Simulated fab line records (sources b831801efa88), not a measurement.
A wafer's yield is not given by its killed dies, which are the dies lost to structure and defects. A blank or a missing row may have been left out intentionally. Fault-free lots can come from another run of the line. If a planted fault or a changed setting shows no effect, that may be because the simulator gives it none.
fab line records	flow sky130
record: lots: 14	wafers: 42	last-day: 50
route steps=708 shown METAL3@535 CAPM@551 VIA3@575
lots with no fault: from the same line, run without faults
start-h: hours from the record's opening day to when the first of the lot's shown wafers began	wait-h: hours elapsed since this lot's preceding step	" identical to the entry in the row above	L1.1+2: several wafers, shown together as one row	- value missing, or start not given	* or withheld: withheld	< > ~ a bound
route shown NAME@n: names a module that has steps shown in the file, with the first one's number in the route	usual: average and standard deviation across the fault-free wafers	same: alike in all rows	chamber/n: place in a boat	sites: each site's reading	_std_site: the values' standard deviation	_edge_site: outer sites' mean less inner sites'	radius-mm: how far each site lies from the wafer's centre	mask NAME#n: copy n	behind: the tool/chamber that last shaped the wafer	hold: what put the lot on hold/how long, in hours/how the hold closed	device: transistor that didn't switch, given as n, p or np	end of line: the same wafers' tests at the end of the route	for a step that has no rows: nothing shown but its recipe	killed: not the wafer's yield, but the dies lost to structure and defects at the first sort	map: shows each die of a wafer: x if killed, . if not, _ if none is there
set.NAME: the run value of the setting; set.NAME@STEP: its run value at that earlier step	model.NAME: the simulator's own value behind a step, which no gauge read
route steps across a sampled set of lots; one table per step, one row per wafer
services: the hour from which a tool's chamber was out of use, counted from the record's first day as start-h (under 0 if before that day), plus the number of hours and why
== steps ==
step: SKY_METAL3_SPUTTER_03
recipe: material: Ti	target-thk-nm: 5	power-w: 3000	time-s: 3.3	chamber-pressure-pa: 0.4
usual: throttle-valve-pct: 29.7/1.2
lot.wafer	tool	chamber	start-h	wait-h	throttle-valve-pct
L564.1	pvd-sputter-02	-	868.45	0.0	29.9
L564.3	"	-	"	"	28.2
L564.6	"	-	"	"	31.5
L567.2	pvd-sputter-04	-	893.39	0.0	30.1
L567.3	"	-	"	"	30.8
L567.6	"	-	"	"	28.9
L568.1	pvd-sputter-02	-	903.98	0.0	28.4
L568.3	"	-	"	"	30.8
L568.4	"	-	"	"	31.0
L570.1	pvd-sputter-03	-	921.70	0.0	30.6
L570.2	"	-	"	"	26.6
L570.3	"	-	"	"	30.0
L571.1	pvd-sputter-04	-	941.26	0.0	30.0
L571.2	"	-	"	"	29.6
L571.3	"	-	"	"	30.4
L573.2	pvd-sputter-04	-	949.36	0.0	30.6
L573.4	"	-	"	"	29.4
L573.6	"	-	"	"	30.7
L575.1	pvd-sputter-02	-	952.87	0.0	29.8
L575.3	"	-	"	"	28.4
L575.6	"	-	"	"	28.3
L577.1	pvd-sputter-03	-	967.05	0.0	26.6
L577.3	"	-	"	"	30.0
L577.6	"	-	"	"	26.6
L578.1	pvd-sputter-02	-	976.37	0.0	28.1
L578.2	"	-	"	"	29.8
L578.3	"	-	"	"	31.7
L582.4	pvd-sputter-02	-	996.92	0.0	30.6
L582.5	"	-	"	"	28.3
L582.6	"	-	"	"	31.3
L584.1	pvd-sputter-02	-	1014.06	0.0	29.6
L584.3	"	-	"	"	28.1
L584.6	"	-	"	"	30.6
L583.3	pvd-sputter-03	-	1019.43	0.0	26.5
L583.4	"	-	"	"	30.7
L583.5	"	-	"	"	30.6
L585.4	pvd-sputter-03	-	1021.82	0.0	30.4
L585.5	"	-	"	"	29.5
L585.6	"	-	"	"	30.2
L586.1	pvd-sputter-04	-	1022.55	0.0	30.1
L586.4	"	-	"	"	29.3
L586.5	"	-	"	"	30.2
step: SKY_CAPM_STRIP_14
recipe: chemistry: O2/N2	power-w: 1400	pressure-mtorr: 1500	platen-temp-c: withheld	o2-flow-sccm: 3000	n2-flow-sccm: 300	overash-fraction: 0.5
usual: drypump-motor-current-A: 5.7/0.52	n2-flow-sccm: 300.1/0.8	oes-product-au: 0.711/0.0045	strip-time-to-endpoint-s: 12.69/0.06
lot.wafer	tool	chamber	start-h	wait-h	drypump-motor-current-A	n2-flow-sccm	oes-product-au	rf-hours-counter-h	strip-time-to-endpoint-s
L564.1	plasma-asher-02	1	894.81	0.1	6.2	299.7	0.713	14	12.58
L564.3	"	0	"	"	5.1	299.2	0.713	-	12.65
L564.6	"	1	"	"	6.2	301.6	0.707	-	12.59
L567.2	plasma-asher-04	0	919.33	0.1	6.1	301.6	0.706	112	12.61
L567.3	"	0	"	"	6.1	300.7	0.716	-	12.58
L567.6	"	0	"	"	6.1	300.0	0.705	-	12.56
L568.1	plasma-asher-03	0	930.03	0.1	6.1	299.4	0.716	50	12.58
L568.3	"	1	"	"	5.8	299.5	0.714	-	12.66
L568.4	"	0	"	"	6.1	300.1	0.710	-	12.59
L570.1	plasma-asher-03	0	946.43	0.1	6.0	300.0	0.707	51	12.62
L570.2	"	1	"	"	5.8	301.0	0.708	51	12.72
L570.3	"	0	"	"	6.1	300.4	0.707	-	12.72
L571.1	plasma-asher-03	1	965.83	0.1	5.8	300.9	0.707	53	12.69
L571.2	"	0	"	"	6.1	300.4	0.710	53	12.66
L571.3	"	1	"	"	5.8	300.6	0.708	-	12.71
L573.2	plasma-asher-03	1	973.15	0.1	5.9	299.8	0.709	54	12.68
L573.4	"	1	"	"	5.9	299.5	0.714	-	12.67
L573.6	"	1	"	"	5.9	299.0	0.713	-	12.66
L575.1	plasma-asher-04	1	977.96	0.1	4.9	299.7	0.711	118	12.79
L575.3	"	1	"	"	4.9	299.4	0.716	-	12.71
L575.6	"	0	"	"	6.1	299.3	0.707	-	12.71
L577.1	plasma-asher-04	0	991.14	0.1	6.1	299.7	0.712	119	12.79
L577.3	"	0	"	"	6.1	299.7	0.708	-	12.68
L577.6	"	0	"	"	6.1	300.4	0.717	-	12.77
L578.1	plasma-asher-04	0	1000.24	0.1	6.1	299.4	0.705	120	12.70
L578.2	"	1	"	"	4.9	299.1	0.703	120	12.73
L578.3	"	1	"	"	4.9	299.8	0.709	-	12.73
L582.4	plasma-asher-03	0	1020.67	0.1	6.1	299.7	0.714	-	12.68
L582.5	"	1	"	"	5.9	298.1	0.708	-	12.67
L582.6	"	0	"	"	6.1	298.6	0.705	-	12.69
L584.1	plasma-asher-04	0	1036.38	0.1	6.1	301.6	0.715	123	12.56
L584.3	"	1	"	"	4.9	299.2	0.715	-	12.78
L584.6	"	0	"	"	6.1	300.8	0.712	-	12.73
L583.3	plasma-asher-04	0	1042.02	0.1	6.1	300.5	0.711	-	12.69
L583.4	"	1	"	"	4.9	298.0	0.718	-	12.76
L583.5	"	0	"	"	6.1	300.8	0.713	-	12.71
L585.4	plasma-asher-02	0	1044.55	0.1	5.1	300.1	0.714	-	12.78
L585.5	"	1	"	"	6.2	299.4	0.710	-	12.64
L585.6	"	0	"	"	5.1	300.4	0.717	-	12.78
L586.1	plasma-asher-04	0	1045.28	0.1	6.1	300.6	0.713	124	12.79
L586.4	"	1	"	"	4.9	300.3	0.701	-	12.73
L586.5	"	1	"	"	4.9	300.2	0.713	-	12.76
step: SKY_VIA3_CMP_02
recipe: material: SiO2	down-force-psi: 4	platen-rpm: 60	pad-velocity-m-s: 0.94248
usual: edge-zone-pressure-frac: 1.000/0.0046	head-pressure-psi: 4.000/0.0093	motor-current-A: 11.9/1.1
lot.wafer	tool	chamber	start-h	wait-h	edge-zone-pressure-frac	head-pressure-psi	motor-current-A
L564.3	cmp-02	1	922.43	0.0	1.000	3.994	12.3
L564.1	"	2	"	"	1.003	3.995	11.5
L564.6	"	2	"	"	0.996	4.005	11.2
L567.3	cmp-01	2	947.07	0.1	0.995	3.993	13.2
L567.2	"	3	"	"	0.995	4.003	11.1
L567.6	"	2	"	"	0.996	3.987	13.1
L568.1	cmp-02	1	957.39	0.3	1.001	4.009	12.8
L568.4	"	2	"	"	1.001	3.998	11.7
L568.3	"	3	"	"	0.998	3.995	11.9
L570.3	cmp-02	3	972.87	0.0	1.001	3.988	11.6
L570.1	"	0	"	"	1.003	4.007	10.7
L570.2	"	2	"	"	1.003	3.982	11.4
L571.3	cmp-01	3	991.78	0.0	1.003	4.014	12.0
L571.2	"	1	"	"	1.003	4.007	11.0
L571.1	"	2	"	"	1.002	3.999	12.9
L573.4	cmp-02	0	998.55	0.0	1.001	4.000	10.6
L573.2	"	2	"	"	1.003	3.998	11.8
L573.6	"	0	"	"	1.010	4.009	9.9
L575.3	cmp-02	1	1003.60	0.0	1.003	3.988	12.6
L575.1	"	2	"	"	1.004	4.000	11.5
L575.6	"	1	"	"	1.005	3.982	12.7
L577.3	cmp-02	3	1016.68	0.0	-	-	-
L577.1	"	0	"	"	-	-	-
L577.6	"	3	"	"	-	-	-
L578.3	cmp-01	3	1028.45	3.1	-	-	-
L578.2	"	0	"	"	-	-	-
L578.1	"	1	"	"	-	-	-
L582.4	cmp-01	1	1045.16	0.0	0.992	3.997	10.7
L582.6	"	1	"	"	1.002	4.000	11.3
L582.5	"	2	"	"	1.003	3.984	13.0
L584.1	cmp-01	1	1060.54	0.1	0.996	4.003	11.9
L584.3	"	3	"	"	1.000	3.995	11.0
L584.6	"	0	"	"	0.991	4.010	14.0
L583.3	cmp-02	1	1065.75	0.1	0.985	4.004	12.2
L583.4	"	2	"	"	0.997	3.999	11.4
L583.5	"	0	"	"	1.004	4.016	10.7
L585.4	cmp-01	2	1067.93	0.2	1.002	4.003	12.6
L585.5	"	3	"	"	1.004	3.996	11.5
L585.6	"	0	"	"	0.998	4.008	14.3
L586.4	cmp-01	0	1069.17	0.0	1.001	4.003	13.8
L586.1	"	1	"	"	0.996	4.003	11.1
L586.5	"	1	"	"	0.995	4.007	11.0
step: SKY_VIA3_BOW_MEAS_03
recipe: mode: bow
usual: VIA3_BOW: 80/7.9
lot.wafer	tool	chamber	start-h	wait-h	VIA3_BOW[um]
L564.1	film-metro-03	-	922.73	0.2	75
L564.3	"	-	"	"	78
L564.6	"	-	"	"	93
L567.2	film-metro-03	-	947.34	0.2	97
L567.3	"	-	"	"	87
L567.6	"	-	"	"	79
L568.1	film-metro-03	-	957.64	0.2	74
L568.3	"	-	"	"	72
L568.4	"	-	"	"	85
L570.1	film-metro-02	-	973.17	0.2	79
L570.2	"	-	"	"	83
L570.3	"	-	"	"	94
L571.1	film-metro-03	-	992.08	0.1	91
L571.2	"	-	"	"	78
L571.3	"	-	"	"	68
L573.2	film-metro-02	-	998.87	0.2	86
L573.4	"	-	"	"	72
L573.6	"	-	"	"	76
L575.1	film-metro-04	-	1003.90	0.2	75
L575.3	"	-	"	"	87
L575.6	"	-	"	"	73
L577.1	film-metro-04	-	1016.98	0.2	149
L577.3	"	-	"	"	150
L577.6	"	-	"	"	149
L578.1	film-metro-03	-	1028.75	0.1	131
L578.2	"	-	"	"	136
L578.3	"	-	"	"	143
L582.4	film-metro-03	-	1045.52	0.3	77
L582.5	"	-	"	"	79
L582.6	"	-	"	"	80
L584.1	film-metro-02	-	1060.79	0.2	85
L584.3	"	-	"	"	79
L584.6	"	-	"	"	80
L583.3	film-metro-04	-	1066.04	0.2	73
L583.4	"	-	"	"	81
L583.5	"	-	"	"	93
L585.4	film-metro-02	-	1068.14	0.2	92
L585.5	"	-	"	"	83
L585.6	"	-	"	"	84
L586.1	film-metro-03	-	1069.47	0.2	69
L586.4	"	-	"	"	85
L586.5	"	-	"	"	76
step: SKY_VIA3_CD_MEAS_12
recipe: target-cd-nm: 200
usual: cd-nm: 200.5/1.6
lot.wafer	tool	chamber	start-h	wait-h	cd-nm
L564.1	cd-sem-01	-	947.27	-	202.6
L564.3	"	-	"	"	200.2
L564.6	"	-	"	"	202.4
L567.2	cd-sem-02	-	971.94	-	200.0
L567.3	"	-	"	"	199.6
L567.6	"	-	"	"	200.4
L568.1	cd-sem-02	-	981.52	-	200.9
L568.3	"	-	"	"	200.6
L568.4	"	-	"	"	201.3
L570.1	cd-sem-01	-	997.07	-	196.3
L570.2	"	-	"	"	197.3
L570.3	"	-	"	"	198.2
L571.1	cd-sem-02	-	1016.37	-	200.4
L571.2	"	-	"	"	200.6
L571.3	"	-	"	"	199.0
L573.2	cd-sem-02	-	1022.24	-	204.4
L573.4	"	-	"	"	204.1
L573.6	"	-	"	"	204.3
L575.1	cd-sem-01	-	1027.67	-	200.4
L575.3	"	-	"	"	200.2
L575.6	"	-	"	"	199.3
L577.1	cd-sem-02	-	1038.10	-	200.1
L577.3	"	-	"	"	199.8
L577.6	"	-	"	"	199.4
L578.1	cd-sem-01	-	1050.77	-	200.4
L578.2	"	-	"	"	200.8
L578.3	"	-	"	"	201.7
L582.4	cd-sem-01	-	1067.76	-	201.4
L582.5	"	-	"	"	201.3
L582.6	"	-	"	"	201.7
L584.1	cd-sem-02	-	1082.72	-	199.5
L584.3	"	-	"	"	199.8
L584.6	"	-	"	"	199.8
L583.3	cd-sem-01	-	1087.31	-	199.5
L583.4	"	-	"	"	200.8
L583.5	"	-	"	"	200.1
L585.4	cd-sem-01	-	1089.78	-	201.3
L585.5	"	-	"	"	202.5
L585.6	"	-	"	"	203.1
L586.1	cd-sem-01	-	1091.15	-	200.3
L586.4	"	-	"	"	201.9
L586.5	"	-	"	"	201.7
step: SKY_VIA3_ETCH_15
recipe: target: SiO2	chemistry: C4F8/O2/Ar	target-depth-nm: 507	stop-on: TiN	mask-material: KrF-thick	source-w: 1500	bias-w: 1200	pressure-mtorr: 40	c4f8-flow-sccm: withheld	O2_flow_sccm: 6	Ar_flow_sccm: 300	time-s: 78
usual: oes-product-au: 0.946/0.005
lot.wafer	tool	chamber	start-h	wait-h	oes-product-au	rf-hours-counter-h
L564.1	rie-diel-03	2	947.47	0.0	0.945	16
L564.3	"	1	"	"	0.951	21
L564.6	"	3	"	"	0.953	-
L567.2	rie-diel-03	1	972.12	0.0	0.941	22
L567.3	"	2	"	"	0.946	17
L567.6	"	1	"	"	0.946	-
L568.1	rie-diel-01	2	981.72	0.0	0.952	18
L568.3	"	3	"	"	0.944	10
L568.4	"	1	"	"	0.946	18
L570.1	rie-diel-01	2	997.27	0.0	0.946	18
L570.2	"	3	"	"	0.939	11
L570.3	"	1	"	"	0.954	19
L571.1	rie-diel-04	1	1016.57	0.0	0.945	16
L571.2	"	0	"	"	0.939	16
L571.3	"	3	"	"	0.943	12
L573.2	rie-diel-04	2	1022.43	0.0	0.939	17
L573.4	"	3	"	"	0.946	13
L573.6	"	2	"	"	0.943	-
L575.1	rie-diel-04	3	1027.87	0.0	0.952	13
L575.3	"	2	"	"	0.958	17
L575.6	"	1	"	"	0.940	-
L577.1	rie-diel-04	1	1038.30	0.0	1.666	17
L577.3	"	3	"	"	1.595	13
L577.6	"	3	"	"	1.592	-
L578.1	rie-diel-03	1	1050.97	0.0	1.620	24
L578.2	"	2	"	"	1.636	19
L578.3	"	3	"	"	1.603	27
L582.4	rie-diel-03	0	1067.90	0.0	0.951	8
L582.5	"	3	"	"	0.940	-
L582.6	"	0	"	"	0.948	-
L584.1	rie-diel-04	3	1082.92	0.0	0.950	15
L584.3	"	0	"	"	0.941	19
L584.6	"	0	"	"	0.942	-
L583.3	rie-diel-01	1	1087.47	0.0	0.938	21
L583.4	"	0	"	"	0.942	18
L583.5	"	3	"	"	0.943	-
L585.4	rie-diel-01	2	1089.92	0.0	0.945	20
L585.5	"	3	"	"	0.949	-
L585.6	"	0	"	"	0.948	-
L586.1	rie-diel-01	3	1091.35	0.0	0.946	13
L586.4	"	1	"	"	0.948	22
L586.5	"	0	"	"	0.942	-
== services ==
tool	chamber	start-h	hours	kind
plasma-asher-04	-	860.16	3.2	repair
plasma-asher-03	-	869.06	0.9	repair
cmp-01	-	881.40	0.9	repair
cmp-02	-	882.49	1.5	repair
cmp-01	-	899.94	4.1	pm
plasma-asher-03	-	900.15	2.8	pm
cmp-02	-	904.19	5.7	pm
cmp-01	-	919.72	4.0	pm
plasma-asher-03	-	920.68	1.0	repair
rie-diel-04	2	927.78	2.6	repair
rie-diel-04	-	936.95	0.4	repair
cmp-01	-	941.70	0.7	repair
cmp-01	-	952.95	6.3	pm
cmp-01	-	968.12	1.2	repair
plasma-asher-04	-	975.90	1.7	repair
rie-diel-04	-	983.11	0.5	repair
rie-diel-04	0	990.20	7.2	repair
plasma-asher-04	-	991.81	4.0	repair
cmp-01	-	998.62	28.9	repair
plasma-asher-04	-	1029.24	0.6	repair
plasma-asher-04	-	1046.59	2.1	repair
plasma-asher-04	-	1055.25	9.0	pm
cmp-01	-	1056.47	1.7	repair
cmp-02	-	1084.28	4.0	pm
== key ==
first-sign: step: SKY_VIA3_CMP_02	reading: tool-record	direction: missing
effect: step: SKY_VIA3_BOW_MEAS_03	reading: VIA3_BOW	direction: up	sigmas: 7.9	usual: 80	struck: 143
effect: step: SKY_VIA3_ETCH_15	reading: oes-product-au	direction: up	sigmas: 99+	usual: 0.946	struck: 1.619
met-at SKY_VIA3_CMP_02
struck-lots L577,L578
later-rows-left-out L577.1,L577.3,L577.6,L578.1,L578.2,L578.3
sort-left-out L577.1,L577.3,L577.6,L578.1,L578.2,L578.3
not-acting-at SKY_METAL3_SPUTTER_03,SKY_CAPM_STRIP_14,SKY_VIA3_CD_MEAS_12
onset-between 1003.60 1016.68
fault: kind: skipped-step-whole	tool: cmp-01,cmp-02	chamber: -	onset-h: 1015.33	steps: SKY_VIA3_CMP_02	scope: struck-lots-only
sort-left-out: the simulated sort isn't trusted on such a fault, so these wafers' sort isn't shown, and their yield isn't known
later-rows-left-out: the simulator's readings of these wafers behind a module that went badly wrong aren't trusted and aren't shown, but for the sort
